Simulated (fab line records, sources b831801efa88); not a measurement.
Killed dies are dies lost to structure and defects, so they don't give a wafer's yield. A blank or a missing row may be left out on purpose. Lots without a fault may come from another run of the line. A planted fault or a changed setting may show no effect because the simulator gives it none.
fab line records | flow sky130
record lots=12 wafers=36 last_day=50
route steps=708 shown SD_P@359 LI_CONTACT@365 CONTACT@408 PAD_OPEN@708
lots that met no fault: from a run of the same line without faults
start_h: hours from the record's first day to the start of the lot's first wafer shown | wait_h: hours since the lot's step before | " the same as in the row above | L1.1+2: a row that stands for several wafers | - no value, or no start given | * or withheld: withheld | < > ~ a bound
route shown NAME@n: a module of which the file shows steps, and the number in the route of the first | usual: mean/standard deviation of fault-free wafers | same: alike in all rows | chamber/n: place in a boat | sites: the reading at each site | _std_site: their standard deviation | _edge_site: outer sites' mean less inner sites' | radius_mm: how far each site lies from the wafer's centre | mask NAME#n: copy n | behind: the tool/chamber that last shaped the wafer | hold: why the lot was held/for how many hours/how that ended | device: the transistor (n, p or np) that didn't switch | end of line: the same wafers' tests at the end of the route | a step without rows: its recipe alone | killed: dies lost to structure and defects at the first sort, not the wafer's yield | map: a wafer's dies, x killed, . not, _ none there
set.NAME: the setting as run; set.NAME@STEP: as run at that earlier step | model.NAME: the simulator's own value behind a step, which no gauge read
steps of the route over a sample of lots; a table a step, a row a wafer
services: from which hour (start_h, from the record's first day; less than 0 if before it) a tool's chamber was out of use, for how many hours, and why
## steps
# step SKY_SD_N_RS_MEAS_17
# recipe thk_meas_gauge=four-point-probe
# usual SD_P_RS=147.3/0.46
# columns lot.wafer tool chamber start_h wait_h SD_P_RS[ohm/sq]
L823.1 film_metro-03 - 656.92 0.1 147.2
L823.4 " - " " 146.6
L823.5 " - " " 147.1
L825.1 film_metro-02 - 678.55 0.1 147.6
L825.4 " - " " 146.9
L825.6 " - " " 147.4
L827.1 film_metro-03 - 697.21 0.1 147.4
L827.4 " - " " 147.2
L827.6 " - " " 146.9
L831.1 film_metro-02 - 720.51 0.1 148.0
L831.2 " - " " 148.2
L831.5 " - " " 147.9
L833.2 film_metro-02 - 738.43 0.1 147.7
L833.3 " - " " 147.6
L833.5 " - " " 147.1
L835.1 film_metro-02 - 756.29 0.1 147.8
L835.2 " - " " 148.0
L835.3 " - " " 147.6
L836.1 film_metro-04 - 767.04 0.1 146.9
L836.3 " - " " 147.2
L836.6 " - " " 146.9
L841.2 film_metro-03 - 808.27 0.1 147.4
L841.3 " - " " 147.1
L841.5 " - " " 146.8
L842.1 film_metro-03 - 818.39 0.1 146.9
L842.4 " - " " 146.6
L842.5 " - " " 146.9
L845.1 film_metro-02 - 829.94 0.1 147.0
L845.4 " - " " 147.8
L845.5 " - " " 146.8
L843.2 film_metro-03 - 830.13 0.1 147.1
L843.4 " - " " 146.5
L843.5 " - " " 146.6
L844.1 film_metro-02 - 833.65 0.1 147.7
L844.2 " - " " 148.1
L844.3 " - " " 147.8
# step SKY_LI_CONTACT_BOW_MEAS_03
# recipe mode=bow
# usual LI_CONTACT_BOW=57/7.4
# columns lot.wafer tool chamber start_h wait_h LI_CONTACT_BOW[um]
L823.1 film_metro-02 - 657.63 0.2 58
L823.4 " - " " 57
L823.5 " - " " 54
L825.1 film_metro-04 - 679.29 0.2 57
L825.4 " - " " 67
L825.6 " - " " 64
L827.1 film_metro-02 - 697.93 0.1 67
L827.4 " - " " 59
L827.6 " - " " 56
L831.1 film_metro-03 - 721.23 0.1 66
L831.2 " - " " 57
L831.5 " - " " 64
L833.2 film_metro-04 - 739.15 0.2 49
L833.3 " - " " 44
L833.5 " - " " 52
L835.1 film_metro-02 - 757.03 0.1 57
L835.2 " - " " 58
L835.3 " - " " 45
L836.1 film_metro-03 - 767.76 0.2 51
L836.3 " - " " 55
L836.6 " - " " 47
L841.2 film_metro-02 - 809.13 0.1 57
L841.3 " - " " 47
L841.5 " - " " 52
L842.1 film_metro-03 - 819.11 0.1 49
L842.4 " - " " 56
L842.5 " - " " 57
L845.1 film_metro-02 - 830.66 0.1 62
L845.4 " - " " 52
L845.5 " - " " 51
L843.2 film_metro-03 - 830.85 0.3 82
L843.4 " - " " 66
L843.5 " - " " 60
L844.1 film_metro-04 - 834.37 0.2 62
L844.2 " - " " 44
L844.3 " - " " 42
# step SKY_LI_CONTACT_THK_MEAS_23
# recipe thk_meas_gauge=xrf reads=W_of_LI_CONTACT_CVD_21
# usual LI_CONTACT_W_THK=415/6.9
# columns lot.wafer tool chamber start_h wait_h LI_CONTACT_W_THK[nm]
L823.1 film_metro-02 - 686.91 0.1 415
L823.4 " - " " 421
L823.5 " - " " 400
L825.1 film_metro-04 - 708.37 0.1 424
L825.4 " - " " 429
L825.6 " - " " 425
L827.1 film_metro-04 - 727.44 0.1 411
L827.4 " - " " 409
L827.6 " - " " 411
L831.1 film_metro-02 - 749.10 0.1 417
L831.2 " - " " 420
L831.5 " - " " 419
L833.2 film_metro-03 - 767.46 0.1 409
L833.3 " - " " 395
L833.5 " - " " 403
L835.1 film_metro-04 - 785.08 0.1 422
L835.2 " - " " 411
L835.3 " - " " 422
L836.1 film_metro-03 - 795.47 0.1 410
L836.3 " - " " 407
L836.6 " - " " 409
L841.2 film_metro-02 - 836.56 0.1 411
L841.3 " - " " 414
L841.5 " - " " 411
L842.1 film_metro-04 - 847.31 0.1 413
L842.4 " - " " 419
L842.5 " - " " 415
L845.1 film_metro-02 - 858.09 0.1 411
L845.4 " - " " 408
L845.5 " - " " 411
L843.2 film_metro-04 - 859.10 0.1 411
L843.4 " - " " 409
L843.5 " - " " 415
L844.1 film_metro-02 - 861.44 0.1 415
L844.2 " - " " 422
L844.3 " - " " 420
# step SKY_CONTACT_HDPCVD_02
# recipe material=SiO2 target_thk_nm=565 sigma_open_frac=0.3 time_s=94.2 temp_c=600 sih4_flow_sccm=60 pressure_mtorr=6
# usual run_length_s=122.2/0.56
# columns lot.wafer tool chamber start_h wait_h run_length_s
L823.1 hdpcvd-02 2 716.79 0.1 122.9
L823.4 " 0 " " 121.9
L823.5 " 2 " " 122.8
L825.1 hdpcvd-01 0 738.36 0.1 122.0
L825.4 " 2 " " 122.3
L825.6 " 0 " " 121.7
L827.1 hdpcvd-02 1 756.83 0.1 121.9
L827.4 " 2 " " 122.7
L827.6 " 1 " " 121.3
L831.1 hdpcvd-02 0 777.84 0.1 122.0
L831.2 " 1 " " 111.4
L831.5 " 2 " " 123.0
L833.2 hdpcvd-02 2 796.75 0.0 123.2
L833.3 " 1 " " 111.1
L833.5 " 2 " " 123.4
L835.1 hdpcvd-01 2 812.66 0.1 121.8
L835.2 " 0 " " 122.3
L835.3 " 1 " " 122.6
L836.1 hdpcvd-01 2 823.44 0.1 122.3
L836.3 " 1 " " 122.9
L836.6 " 1 " " 122.6
L841.2 hdpcvd-01 1 864.09 0.0 122.7
L841.3 " 0 " " 122.0
L841.5 " 0 " " 122.1
L842.1 hdpcvd-01 1 874.58 0.1 122.1
L842.4 " 0 " " 122.2
L842.5 " 1 " " 122.1
L845.1 hdpcvd-02 0 885.41 0.1 122.3
L845.4 " 0 " " 121.8
L845.5 " 2 " " 122.9
L843.2 hdpcvd-01 2 886.78 0.0 122.3
L843.4 " 2 " " 122.2
L843.5 " 1 " " 122.1
L844.1 hdpcvd-02 0 889.35 0.1 121.8
L844.2 " 1 " " 121.2
L844.3 " 2 " " 123.2
# step SKY_CONTACT_THK_MEAS_03
# recipe reads=SiO2_of_CONTACT_HDPCVD_02
# usual CONTACT_HDPCVD_THK=570/7.3
# columns lot.wafer tool chamber start_h wait_h CONTACT_HDPCVD_THK[nm]
L823.1 film_metro-04 - 716.86 0.0 566
L823.4 " - " " 567
L823.5 " - " " 565
L825.1 film_metro-04 - 738.43 0.0 581
L825.4 " - " " 576
L825.6 " - " " 590
L827.1 film_metro-04 - 756.90 0.0 568
L827.4 " - " " 562
L827.6 " - " " 563
L831.1 film_metro-01 - 777.91 0.0 574
L831.2 " - " " 513
L831.5 " - " " 563
L833.2 film_metro-01 - 796.83 0.0 562
L833.3 " - " " 505
L833.5 " - " " 568
L835.1 film_metro-01 - 812.73 0.0 568
L835.2 " - " " 575
L835.3 " - " " 568
L836.1 film_metro-04 - 823.51 0.0 566
L836.3 " - " " 569
L836.6 " - " " 567
L841.2 film_metro-02 - 864.17 0.0 568
L841.3 " - " " 566
L841.5 " - " " 572
L842.1 film_metro-01 - 874.65 0.0 559
L842.4 " - " " 571
L842.5 " - " " 560
L845.1 film_metro-02 - 885.48 0.0 580
L845.4 " - " " 577
L845.5 " - " " 560
L843.2 film_metro-04 - 886.86 0.0 572
L843.4 " - " " 568
L843.5 " - " " 560
L844.1 film_metro-02 - 889.42 0.0 578
L844.2 " - " " 565
L844.3 " - " " 556
# step SKY_CONTACT_CMP_04
# recipe material=SiO2 down_force_psi=4 platen_rpm=60 pad_velocity_m_s=0.94248
# usual motor_current_A=12.0/0.66 time_to_endpoint_s=85/4.3
# columns lot.wafer tool chamber start_h wait_h motor_current_A time_to_endpoint_s
L823.4 cmp-01 2 717.02 0.1 12.1 82
L823.1 " 3 " " 12.2 80
L823.5 " 1 " " 11.5 80
L825.1 cmp-01 1 738.54 0.1 10.7 91
L825.4 " 3 " " 12.2 87
L825.6 " 0 " " 13.0 97
L827.4 cmp-02 2 756.96 0.0 12.4 79
L827.1 " 0 " " 12.7 85
L827.6 " 3 " " 11.1 77
L831.2 cmp-02 1 777.97 0.0 12.0 64
L831.1 " 0 " " 11.9 89
L831.5 " 2 " " 13.2 81
L833.3 cmp-01 0 796.98 0.1 12.6 60
L833.2 " 1 " " 11.5 80
L833.5 " 3 " " 12.0 82
L835.3 cmp-01 1 812.79 0.0 10.8 83
L835.2 " 3 " " 11.6 85
L835.1 " 0 " " 12.3 87
L836.3 cmp-01 3 823.67 0.1 11.7 81
L836.1 " 0 " " 12.7 83
L836.6 " 1 " " 11.3 80
L841.2 cmp-01 0 864.22 0.0 12.8 90
L841.3 " 1 " " 11.0 85
L841.5 " 0 " " 11.7 90
L842.1 cmp-01 2 874.71 0.1 12.6 81
L842.4 " 1 " " 11.0 81
L842.5 " 2 " " 12.8 79
L845.1 cmp-02 3 885.59 0.1 10.7 88
L845.4 " 0 " " 11.3 97
L845.5 " 2 " " 12.2 84
L843.4 cmp-01 3 886.96 0.1 11.9 83
L843.2 " 1 " " 11.3 81
L843.5 " 2 " " 12.4 81
L844.1 cmp-02 1 889.48 0.1 12.0 90
L844.2 " 3 " " 11.9 78
L844.3 " 0 " " 11.2 83
# step SKY_PAD_OPEN_PROBE_99
# usual killed_at_M0_to_M3=43/6.7 killed_at_M4_up=3.1/1.9 killed_at_contacts=25/5 killed_at_front_end=15/4 killed_at_other=0.4/0.69 killed_dies=87/9.2 killed_open=46/7.1 killed_short=40/6.8
# same gross_dies=492 killed_at_back_side=0
# columns lot.wafer tool chamber start_h wait_h killed_at_M0_to_M3 killed_at_M4_up killed_at_contacts killed_at_front_end killed_at_other killed_dies killed_open killed_short
L831.1 prober-02 - 1129.51 0.1 35 3 35 12 1 86 49 37
L831.2 prober-02 - 1129.56 0.1 38 2 24 16 0 80 41 39
L831.5 prober-02 - 1129.71 0.2 40 6 30 12 0 88 36 51
# killed by level:class
L831.1 CONTACT:geometric_particle:open=18 VIA1:geometric_particle:open=7 LOCAL_INTERCONNECT:geometric_particle:short=7 CONTACT:geometric_particle:short=7 FIELD_ISO:geometric_particle:open=5 VIA2:geometric_particle:open=5 METAL2:geometric_particle:short=4 VIA3:geometric_particle:open=4
L831.2 LI_CONTACT:geometric_particle:open=8 CONTACT:geometric_particle:open=7 VIA1:geometric_particle:short=6 VIA1:geometric_particle:open=6 CONTACT:geometric_particle:short=5 FIELD_ISO:geometric_particle:open=4 METAL1:geometric_particle:short=4 VIA2:geometric_particle:short=4
L831.5 CONTACT:geometric_particle:short=9 CONTACT:geometric_particle:open=8 VIA1:geometric_particle:open=7 LOCAL_INTERCONNECT:geometric_particle:short=7 FIELD_ISO:geometric_particle:short=5 VIA1:geometric_particle:short=5 METAL2:geometric_particle:short=5 VIA2:geometric_particle:open=4
## services
# columns tool chamber start_h hours kind
cmp-02 - 692.96 1.1 repair
cmp-01 - 715.40 0.7 repair
cmp-01 - 719.98 0.8 repair
cmp-01 - 730.58 0.5 repair
cmp-02 - 736.22 7.1 pm
cmp-01 - 744.00 4.0 pm
cmp-01 - 748.00 - consumable_replace:conditioner
cmp-01 - 748.00 - consumable_replace:pad
cmp-02 - 814.45 0.3 repair
hdpcvd-02 - 829.35 2.8 pm
cmp-01 - 854.13 1.8 repair
hdpcvd-02 0 864.95 6.0 repair
## key
first_sign step=SKY_CONTACT_HDPCVD_02 reading=run_length_s direction=down sigmas=20 usual=* struck=*
effect step=SKY_CONTACT_THK_MEAS_03 reading=CONTACT_HDPCVD_THK direction=down sigmas=8.3 usual=570 struck=509
effect step=SKY_CONTACT_CMP_04 reading=time_to_endpoint_s direction=down sigmas=5.2 usual=* struck=*
met_at SKY_CONTACT_HDPCVD_02
struck_lots L831,L833
struck_wafers L831.2,L833.3
tester_left_out L831,L833
not_acting_at SKY_SD_N_RS_MEAS_17,SKY_LI_CONTACT_BOW_MEAS_03,SKY_LI_CONTACT_THK_MEAS_23
onset_between 756.83 777.84
fault kind=process_parameter_drift tool=hdpcvd-02 chamber=1 onset_h=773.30 steps=SKY_CONTACT_HDPCVD_02 channel=time_s offset=* shape=step end_h=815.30 acts_in=* stated=*
# tester_left_out: of these lots the tester's yield and bins aren't shown, on N5 and GAA mostly nor the transistor test; their killed dies are dies lost to structure and defects alone, not to doping, threshold or leakage, so they don't give the yield
